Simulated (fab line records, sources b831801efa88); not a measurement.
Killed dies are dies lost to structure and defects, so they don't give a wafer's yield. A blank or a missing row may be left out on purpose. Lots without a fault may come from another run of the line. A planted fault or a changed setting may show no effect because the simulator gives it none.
Which tool did it? | flow sfq_line | 14 lots, 42 wafers sampled, at 2 steps of a route of 325

WHAT THE GAUGES READ, wafer by wafer
SFQ_I2_OVL_MEAS_918. Usual: I2_OVL -2 nm, standard deviation 6.3.
lot  | measured     | on         | I2_OVL (nm) | flag
L159 | day 36 19:01 | overlay-01 | -6 -9 -8    |
L160 | day 37 02:12 | overlay-01 | -11 -10 -9  |
L162 | day 37 15:24 | overlay-02 | 11 7 7      |
L164 | day 38 19:00 | overlay-01 | -8 -9 -3    |
L165 | day 38 22:37 | overlay-02 | -9 -6 2     |
L167 | day 39 21:24 | overlay-01 | -1 3 0      |
L168 | day 40 05:48 | overlay-01 | 3 -1 3      |
L169 | day 40 17:48 | overlay-01 | 5 3 2       |
L171 | day 42 07:34 | overlay-01 | 5 1 4       |
L175 | day 43 00:22 | overlay-01 | -1 -4 -2    |
L177 | day 43 07:34 | overlay-02 | 5 3 -1      |
L178 | day 43 08:46 | overlay-01 | 6 9 4       |
L179 | day 43 12:22 | overlay-02 | -5 -9 -8    |
L180 | day 43 19:49 | overlay-01 | -1 2 1      |

WHICH TOOL RAN EACH LOT (tool, then ch and the chambers of the sampled wafers, then the start)
lot  | SFQ_TRILAYER_I0_VIA_STRIP_STRIP_035
L159 | rie_metal-02 ch 0, day 12 08:34
L160 | rie_metal-01 ch 0,1, day 12 09:46
L162 | rie_metal-03 ch 0, day 13 02:34
L164 | rie_metal-01 ch 0,1, day 13 16:41
L165 | rie_metal-01 ch 0,1, day 13 19:05
L167 | rie_metal-01 ch 0,1, day 14 15:20
L168 | rie_metal-01 ch 0,1, day 15 00:56
L169 | rie_metal-02 ch 0,1, day 15 19:40
L171 | rie_metal-02 ch 0,1, day 16 22:04
L175 | rie_metal-02 ch 0,1, day 17 12:28
L177 | rie_metal-01 ch 0,1, day 17 14:52
L178 | rie_metal-01 ch 0,1, day 17 16:16
L179 | rie_metal-02 ch 0,1, day 17 17:16
L180 | rie_metal-01 ch 0,1, day 17 18:28
- SFQ_TRILAYER_I0_VIA_STRIP_STRIP_035: strips in O2.

WHAT THE TOOLS THEMSELVES READ (means of the sampled wafers that have a number; where no wafer has one, the mark that the record gives instead)
SFQ_TRILAYER_I0_VIA_STRIP_STRIP_035. Usual: drypump_motor_current_A 5.7 A, standard deviation 0.45; oes_product_au 0.997 a.u., standard deviation 0.008.
lot  | tool         | drypump_motor_current_A (A) | oes_product_au (a.u.) | flag
L159 | rie_metal-02 | 5.7                         | 0.998                 |
L160 | rie_metal-01 | 5.9                         | 0.997                 |
L162 | rie_metal-03 | 5.0                         | 1.001                 |
L164 | rie_metal-01 | 5.9                         | 0.994                 |
L165 | rie_metal-01 | 5.9                         | 1.001                 |
L167 | rie_metal-01 | 5.9                         | 1.005                 |
L168 | rie_metal-01 | 5.9                         | 0.995                 |
L169 | rie_metal-02 | 5.4                         | 0.987                 |
L171 | rie_metal-02 | 5.1                         | 0.984                 |
L175 | rie_metal-02 | 5.1                         | 0.989                 |
L177 | rie_metal-01 | 5.9                         | 0.996                 |
L178 | rie_metal-01 | 5.9                         | 0.994                 |
L179 | rie_metal-02 | 5.1                         | 0.997                 |
L180 | rie_metal-01 | 5.9                         | 0.989                 |

THE ANSWER, worked out from the rows above alone
Rule: a lot is off if the mean of its wafers that have a number lies more than 3 standard deviations from the usual mean. A lot without any number at a reading at which 4 lots or more have one is off too. The other lots that the step has rows for count as sound. The gauges are gone through in route order, then the tools' own readings, and for those a lot's mean is taken as printed above. The first step at which some lot is off is used, and at that step the reading that is off furthest; a lot without a number counts as furthest.
No lot is off at any reading shown: from this, nothing can be told.

WHAT THE SIMULATOR HAD PUT IN
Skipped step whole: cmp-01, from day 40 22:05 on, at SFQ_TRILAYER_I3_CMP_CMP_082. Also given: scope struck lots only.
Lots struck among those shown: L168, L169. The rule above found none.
